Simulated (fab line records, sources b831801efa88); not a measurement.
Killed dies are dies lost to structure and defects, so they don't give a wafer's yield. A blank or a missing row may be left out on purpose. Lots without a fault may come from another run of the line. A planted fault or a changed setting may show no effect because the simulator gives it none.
fab line records | flow sky130
record lots=5 wafers=15 last_day=49
route steps=708 shown METAL4@622 VIA4@639 METAL5@661 PAD_OPEN@708
lots that met no fault: from a run of the same line without faults
start_h: hours from the record's first day to the start of the lot's first wafer shown | wait_h: hours since the lot's step before | " the same as in the row above | L1.1+2: a row that stands for several wafers | - no value, or no start given | * or withheld: withheld | < > ~ a bound
route shown NAME@n: a module of which the file shows steps, and the number in the route of the first | usual: mean/standard deviation of fault-free wafers | same: alike in all rows | chamber/n: place in a boat | sites: the reading at each site | _std_site: their standard deviation | _edge_site: outer sites' mean less inner sites' | radius_mm: how far each site lies from the wafer's centre | mask NAME#n: copy n | behind: the tool/chamber that last shaped the wafer | hold: why the lot was held/for how many hours/how that ended | device: the transistor (n, p or np) that didn't switch | end of line: the same wafers' tests at the end of the route | a step without rows: its recipe alone | killed: dies lost to structure and defects at the first sort, not the wafer's yield | map: a wafer's dies, x killed, . not, _ none there
set.NAME: the setting as run; set.NAME@STEP: as run at that earlier step | model.NAME: the simulator's own value behind a step, which no gauge read
lots at some steps of the route; a table a step, a row a wafer
services: from which hour (start_h, from the record's first day; less than 0 if before it) a tool's chamber was out of use, for how many hours, and why
## steps
# step SKY_METAL4_HMDS_06
# recipe prime_time_s=60 prime_temp_c=120
# step SKY_METAL4_COAT_07
# recipe resist=BARC temp_c=withheld time_s=withheld spin_rpm=3000 resist_thk_nm=60
# step SKY_METAL4_COAT_08
# recipe resist=KrF-thick spin_rpm=3000 resist_thk_nm=1140
# step SKY_METAL4_SOFTBAKE_09
# recipe temp_c=100.5 time_s=90 resist=KrF-thick
# step SKY_METAL4_EXPOSE_10
# recipe mask_id=MM4 na=0.68 source_shape=annular sigma_inner=0.4 sigma_outer=0.8 target_cd_nm=300 dose_mj=28
# step SKY_METAL4_PEB_11
# recipe peb_temp_c=withheld peb_time_s=withheld resist=KrF-thick
# step SKY_METAL4_DEVELOP_12
# recipe develop_time_s=60 resist=KrF-thick dev_temp_c=21
# step SKY_METAL4_DESCUM_15
# recipe chemistry=O2 source_power_w=150 bias_power_w=0 pressure_mtorr=10 temp_c=40 time_s=8
# step SKY_METAL4_ETCH_16
# recipe chemistry=N2/H2 target=BARC ion_energy_ev=200 bias_w=100 pressure_mtorr=30 n2_flow_sccm=100 h2_flow_sccm=200 icp_w=500 stop_on=SiO2 time_s=88.2 target_depth_a=600
# step SKY_METAL4_ETCH_17
# recipe target=SiO2 stop_on=TiN chemistry=C4F8/O2/Ar source_w=1500 bias_w=1200 pressure_mtorr=40 c4f8_flow_sccm=withheld O2_flow_sccm=6 Ar_flow_sccm=300 time_s=3.9 target_depth_a=150
# step SKY_METAL4_METAL_ETCH_18
# recipe target_depth_a=8450 stop_on=SiO2 over_etch_frac=0.3 time_s=183.1 chemistry=Cl2/BCl3 resist_sidewall_deg=88 pressure_mtorr=10 icp_w=900 bias_w=48.5 Cl2_flow_sccm=60 bcl3_flow_sccm=30
# usual drypump_motor_current_A=5.8/0.44 oes_product_au=0.867/0.0068 throttle_valve_pct=22.265/0.0094
# columns lot.wafer tool chamber start_h wait_h drypump_motor_current_A oes_product_au rf_hours_counter_h throttle_valve_pct
L444.1 rie_metal-03 0 1008.71 0.0 5.4 0.860 22 22.263
L444.4 " 1 " " 6.4 0.864 - 22.246
L444.5 " 0 " " 5.5 0.864 - 22.270
L449.2 rie_metal-01 0 1036.28 0.1 5.4 0.867 - 22.266
L449.4 " 0 " " 5.4 0.865 - 22.270
L449.5 " 0 " " 5.5 0.870 - 22.264
L453.4 rie_metal-03 0 1075.83 0.1 5.5 0.882 - 22.273
L453.5 " 1 " " 6.3 0.877 - 22.253
L453.6 " 0 " " 5.5 0.881 - 22.265
L458.2 rie_metal-03 0 1098.64 0.0 5.4 0.874 5 22.259
L458.3 " 1 " " 6.3 0.864 - 22.249
L458.6 " 1 " " 6.4 0.868 - 22.246
L457.2 rie_metal-03 1 1100.90 0.0 6.4 0.871 24 22.270
L457.5 " 0 " " 5.4 0.869 - 22.264
L457.6 " 1 " " 6.3 0.867 - 22.276
# step SKY_METAL4_STRIP_19
# recipe chemistry=O2/N2 power_w=1400 pressure_mtorr=1500 platen_temp_c=withheld o2_flow_sccm=3000 n2_flow_sccm=300 overash_fraction=0.5
# step SKY_METAL4_STRIP_20
# recipe chemistry=post_etch_residue_remover time_s=1200 temp_c=72.5
# step SKY_METAL4_CLEAN_21
# recipe chemistry=IPA time_s=180 temp_c=25
# step SKY_METAL4_CLEAN_22
# recipe chemistry=O3/DIW dry=n2_spin
# step SKY_VIA4_HDPCVD_00
# recipe material=SiO2 target_thk_nm=1750 sigma_open_frac=0.3 time_s=291.7 temp_c=400 sih4_flow_sccm=60 pressure_mtorr=6
# step SKY_VIA4_CMP_02
# recipe material=SiO2 down_force_psi=4 platen_rpm=60 pad_velocity_m_s=0.94248
# step SKY_VIA4_DEHYDRATE_04
# recipe temp_c=200 time_s=60
# step SKY_VIA4_HMDS_05
# recipe prime_time_s=60 prime_temp_c=120
# step SKY_VIA4_COAT_06
# recipe resist=NOVOLAK spin_rpm=3000 resist_thk_nm=1140
# step SKY_VIA4_SOFTBAKE_07
# recipe temp_c=90 time_s=60 resist=NOVOLAK
# step SKY_VIA4_EXPOSE_08
# recipe mask_id=VIM4 na=0.6 source_shape=conventional sigma_outer=0.6 polarization=unpolarized target_cd_nm=800 dose_mj=132
# step SKY_VIA4_PEB_09
# recipe temp_c=withheld time_s=* resist=NOVOLAK
# step SKY_VIA4_DEVELOP_10
# recipe resist=NOVOLAK developer=TMAH develop_time_s=60 dev_temp_c=23
# step SKY_VIA4_ETCH_12
# recipe target=SiO2 chemistry=C4F8/O2/Ar stop_on=TiN mask_material=NOVOLAK source_w=1500 bias_w=1200 pressure_mtorr=40 c4f8_flow_sccm=withheld O2_flow_sccm=6 Ar_flow_sccm=300 time_s=withheld target_depth_a=5800
# step SKY_VIA4_STRIP_13
# recipe chemistry=O2/N2 power_w=1400 pressure_mtorr=1500 platen_temp_c=withheld o2_flow_sccm=3000 n2_flow_sccm=300 overash_fraction=0.5
# step SKY_VIA4_STRIP_14
# recipe chemistry=post_etch_residue_remover time_s=1200 temp_c=72.5
# step SKY_VIA4_CLEAN_15
# recipe chemistry=IPA time_s=180 temp_c=25
# step SKY_VIA4_CLEAN_16
# recipe chemistry=O3/DIW dry=n2_spin
# step SKY_VIA4_SPUTTER_17
# recipe material=TiN target_thk_nm=20 chamber_pressure_pa=5 power_w=4000 time_s=80
# step SKY_VIA4_CVD_18
# recipe material=W target_thk_nm=505 time_s=152.14 temp_c=400 pressure_torr=40
# step SKY_VIA4_CMP_21
# recipe stop_on=SiO2 t_overpolish_s=25 down_force_psi=3.5 platen_rpm=60 target_thk_nm=0 pad_velocity_m_s=0.94248
# step SKY_METAL5_SPUTTER_00
# recipe material=Ti target_thk_nm=15 power_w=3000 time_s=10 chamber_pressure_pa=0.4
# step SKY_METAL5_SPUTTER_01
# recipe material=TiN target_thk_nm=20 power_w=6500 time_s=17.17 chamber_pressure_pa=0.4
# step SKY_METAL5_SPUTTER_02
# recipe material=AlCu target_thk_nm=1150 power_w=10600 time_s=61.2 chamber_pressure_pa=0.4
# step SKY_PAD_OPEN_PROBE_99
# usual defect_limited_yield=82.5/1.8 killed_at_M0_to_M3=43/5.9 killed_at_M4_up=3.3/1.9 killed_at_contacts=24/5.6 killed_at_front_end=15/4.1 killed_at_other=0.4/0.66 killed_dies=86/9 killed_open=47/6.9 killed_short=39/6.2 sort_bin_3_pad_short=0.9/0.45 sort_bin_5_function=10.3/1.4 sort_bin_6_memory=6.3/1.2 sort_n_pass=406/9 sort_yield_pct=82.5/1.8
# same gross_dies=492 killed_at_back_side=0 sort_bin_4_leakage[%]=0 sort_bin_8_speed[%]=0
# columns lot.wafer tool chamber start_h wait_h hold defect_limited_yield[%] killed_at_M0_to_M3 killed_at_M4_up killed_at_contacts killed_at_front_end killed_at_other killed_dies killed_open killed_short sort_bin_3_pad_short[%] sort_bin_5_function[%] sort_bin_6_memory[%] sort_n_pass sort_yield_pct[%] model.etest.tester.sort_n_pass model.etest.tester.sort_yield_pct model.etest.tester.sort_bin_5_pct model.etest.tester.sort_bin_3_pct
L444.1 prober-02 - 1101.77 0.1 - 80.5 42 5 29 20 0 96 57 39 1.2 11.6 6.7 396 80.5 396 80.49 11.59 1.22
L444.4 prober-02 - 1101.92 0.2 - 84.3 36 6 18 15 2 77 36 41 0.8 9.1 5.7 415 84.3 415 84.35 9.146 0.813
L444.5 prober-02 - 1101.97 0.2 - 82.5 33 7 31 15 0 86 47 39 1.0 10.8 5.7 406 82.5 406 82.52 10.77 1.016
L449.2 prober-01 - 1126.09 0.1 - 81.9 46 2 27 13 1 89 44 44 1.0 11.0 6.1 403 81.9 403 81.91 10.98 1.016
L449.4 prober-01 - 1126.19 0.2 - 82.3 41 3 32 11 0 87 48 39 0.6 10.4 6.7 405 82.3 405 82.32 10.37 0.6098
L449.5 prober-01 - 1126.24 0.2 - 82.7 48 3 19 14 1 85 44 41 1.4 9.6 6.3 407 82.7 407 82.72 9.553 1.423
L453.4 prober-01 - 1157.85 0.2 await_dispo/2.7h/release 82.7 38 4 28 14 1 85 47 37 0.4 10.8 6.1 407 82.7 407 82.72 10.77 0.4065
L453.5 prober-01 - 1157.90 0.2 await_dispo/2.7h/release 74.6 37 43 21 23 1 125 50 33 4.1 14.0 7.3 367 74.6 367 74.59 14.02 4.065
L453.6 prober-01 - 1157.95 0.2 await_dispo/2.7h/release 80.9 41 1 34 17 1 94 46 48 1.8 10.8 6.5 398 80.9 398 80.89 10.77 1.829
L458.2 prober-01 - 1177.72 0.1 await_dispo/3.8h/release 80.9 55 8 22 9 0 94 51 43 0.8 11.6 6.7 398 80.9 398 80.89 11.59 0.813
L458.3 prober-01 - 1177.77 0.2 await_dispo/3.8h/release 69.9 39 52 40 17 0 148 62 36 4.1 17.7 8.3 344 69.9 344 69.92 17.68 4.065
L458.6 prober-01 - 1177.92 0.2 await_dispo/3.8h/release 76.8 40 44 18 12 0 114 40 31 2.4 14.8 5.9 378 76.8 378 76.83 14.84 2.439
L457.2 prober-02 - 1179.67 0.1 await_dispo/10.7h/release 76.2 33 47 26 11 0 117 37 34 3.5 15.0 5.3 375 76.2 375 76.22 15.04 3.455
L457.5 prober-02 - 1179.82 0.2 await_dispo/10.7h/release 83.9 40 4 15 20 0 79 42 37 0.8 7.5 7.7 413 83.9 413 83.94 7.52 0.813
L457.6 prober-02 - 1179.87 0.2 await_dispo/10.7h/release 75.0 39 47 21 15 1 123 44 31 1.6 17.5 5.9 369 75.0 369 75 17.48 1.626
# killed by level:class
L444.1 VIA1:geometric_particle:open=12 CONTACT:geometric_particle:open=9 CONTACT:geometric_particle:short=7 VIA3:geometric_particle:open=6 LI_CONTACT:geometric_particle:open=5 VIA3:geometric_particle:short=5 FIELD_ISO:geometric_particle:open=4 POLY_GATE:geometric_particle:open=4
L444.4 VIA1:geometric_particle:open=10 CONTACT:geometric_particle:open=6 LI_CONTACT:geometric_particle:open=5 METAL2:geometric_particle:short=4 FIELD_ISO:geometric_particle:short=4 LOCAL_INTERCONNECT:geometric_particle:short=4 METAL1:geometric_particle:short=4 METAL1:geometric_particle:open=4
L444.5 CONTACT:geometric_particle:open=13 LOCAL_INTERCONNECT:geometric_particle:short=8 VIA1:geometric_particle:open=7 METAL2:geometric_particle:short=5 POLY_GATE:geometric_particle:open=5 VIA3:geometric_particle:open=5 FIELD_ISO:geometric_particle:short=4 VIA2:geometric_particle:open=4
L449.2 LI_CONTACT:geometric_particle:open=8 CONTACT:geometric_particle:short=8 CONTACT:geometric_particle:open=8 METAL2:geometric_particle:short=8 VIA1:geometric_particle:open=7 METAL1:geometric_particle:short=7 FIELD_ISO:geometric_particle:open=4 VIA3:geometric_particle:open=4
L449.4 CONTACT:geometric_particle:open=14 CONTACT:geometric_particle:short=9 VIA2:geometric_particle:open=8 VIA1:geometric_particle:open=8 METAL2:geometric_particle:short=5 POLY_GATE:geometric_particle:short=4 LI_CONTACT:geometric_particle:open=4 METAL3:geometric_particle:short=4
L449.5 VIA1:geometric_particle:open=12 METAL2:geometric_particle:short=8 CONTACT:geometric_particle:open=7 METAL1:geometric_particle:short=6 CONTACT:geometric_particle:short=6 VIA2:geometric_particle:open=6 METAL2:geometric_particle:open=5 LOCAL_INTERCONNECT:geometric_particle:short=4
L453.4 CONTACT:geometric_particle:open=14 VIA1:geometric_particle:open=14 VIA3:geometric_particle:open=6 FIELD_ISO:geometric_particle:short=5 POLY_GATE:geometric_particle:short=5 VIA2:geometric_particle:short=5 VIA2:geometric_particle:open=4 LI_CONTACT:geometric_particle:open=4
L453.5 METAL4:unspecified=40 VIA1:geometric_particle:open=12 FIELD_ISO:geometric_particle:open=9 CONTACT:geometric_particle:open=8 LI_CONTACT:geometric_particle:open=7 VIA1:geometric_particle:short=7 FIELD_ISO:geometric_particle:short=5 POLY_GATE:geometric_particle:open=5
L453.6 CONTACT:geometric_particle:open=16 VIA1:geometric_particle:short=12 CONTACT:geometric_particle:short=8 LI_CONTACT:geometric_particle:open=7 VIA1:geometric_particle:open=7 POLY_GATE:geometric_particle:short=6 FIELD_ISO:geometric_particle:open=4 POLY_GATE:geometric_particle:open=4
L458.2 VIA3:geometric_particle:open=12 VIA1:geometric_particle:open=11 VIA2:geometric_particle:open=8 LI_CONTACT:geometric_particle:open=7 METAL2:geometric_particle:short=7 CONTACT:geometric_particle:open=6 METAL4:geometric_particle:short=6 LOCAL_INTERCONNECT:geometric_particle:short=5
L458.3 METAL4:unspecified=49 CONTACT:geometric_particle:open=19 VIA1:geometric_particle:open=14 LI_CONTACT:geometric_particle:open=13 FIELD_ISO:geometric_particle:open=6 METAL2:geometric_particle:short=5 VIA1:geometric_particle:short=5 LI_CONTACT:geometric_particle:short=4
L458.6 METAL4:unspecified=42 CONTACT:geometric_particle:open=10 VIA1:geometric_particle:open=9 METAL2:geometric_particle:short=7 VIA3:geometric_particle:open=6 METAL1:geometric_particle:short=5 FIELD_ISO:geometric_particle:open=4 CONTACT:geometric_particle:short=4
L457.2 METAL4:unspecified=46 CONTACT:geometric_particle:open=12 VIA1:geometric_particle:open=8 LI_CONTACT:geometric_particle:open=7 POLY_GATE:geometric_particle:open=5 METAL2:geometric_particle:short=5 METAL1:geometric_particle:short=4 VIA1:geometric_particle:short=4
L457.5 FIELD_ISO:geometric_particle:open=8 VIA1:geometric_particle:open=8 VIA2:geometric_particle:open=7 METAL1:geometric_particle:short=6 VIA2:geometric_particle:short=5 POLY_GATE:geometric_particle:open=4 LI_CONTACT:geometric_particle:open=4 CONTACT:geometric_particle:open=4
L457.6 METAL4:unspecified=47 VIA1:geometric_particle:open=13 LI_CONTACT:geometric_particle:open=9 FIELD_ISO:geometric_particle:short=5 CONTACT:geometric_particle:open=5 VIA2:geometric_particle:open=5 VIA1:geometric_particle:short=5 VIA3:geometric_particle:open=5
# map L453.5 (x killed, . not)
__________x.......x._________
________.....x..x..xx._______
______..x..x....xx..x..._____
_____............x..x.x..____
____........x.x.x...x.....___
___.........x..............__
__x..x........x.........x.x._
_............x.......x...xx..
_.x................xx....x...
_.....x.x....................
_..x....x.x...x.x.......x..x.
_.x...x..xx.x...x............
_xxx.x.xx.xx........xx......x
_......xx....x...............
_.x.xxxxxx...x.x.x..x........
__xxxxxxx.x......x.........._
___xxxxxxxx.x......xx......__
____xxxxxxxx....x.xx.....x___
_____xxxxx.x........x....____
______xxxx.xx......x.xx._____
________x..x.........x_______
__________x...x....._________
# map L457.6 (x killed, . not)
__________....x....x_________
________....xx........_______
______.......x....x....._____
_____x...x...x......x....____
____......x.x.x.xx........___
___........x........xx..xx.__
__x....x..........x..x.x.x.._
_......xx......x.xx..........
_.x........x.......x..x.....x
_x.....x.x..x.....x......x...
_..x...........x..x....x.....
_..xx.....x.......x......x...
_...xx...........x....x......
_..xx.xx.x..........x....x...
_...xxxxxx....xx...........x.
__xxxxxxxxx...x.........x..._
___xxxxxxxx.x.x.x......x...__
____xxxxxxxx..............___
_____xxxxxxxx.......x....____
______xxxx.x..x.x.x....._____
________xxx..........._______
__________x........._________
## services
# columns tool chamber start_h hours kind
rie_metal-03 0 1009.62 - clean
rie_metal-03 0 1009.62 15.5 scheduled_down
rie_metal-03 0 1009.62 15.5 vent_cycle
rie_metal-01 1 1024.74 18.7 repair
rie_metal-03 - 1044.60 2.8 pm
rie_metal-01 0 1095.17 23.8 repair
## key
first_sign step=SKY_PAD_OPEN_PROBE_99 reading=killed_at_M4_up direction=up sigmas=22 usual=3.3 struck=46.6
effect step=SKY_PAD_OPEN_PROBE_99 reading=sort_bin_3_pad_short direction=up sigmas=4.9 usual=0.9 struck=3.1
model_effect step=SKY_PAD_OPEN_PROBE_99 value=etest.tester.sort_n_pass without=403.6 struck=366.6
met_at SKY_METAL4_METAL_ETCH_18
struck_wafers L453.5,L457.2,L457.6,L458.3,L458.6
onset_between 1008.71 1075.83
fault kind=chamber_particle_source tool=rie_metal-03 chamber=1 onset_h=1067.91 steps=SKY_METAL4_METAL_ETCH_18 rate_per_visit_cm2=1.2502 end_h=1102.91
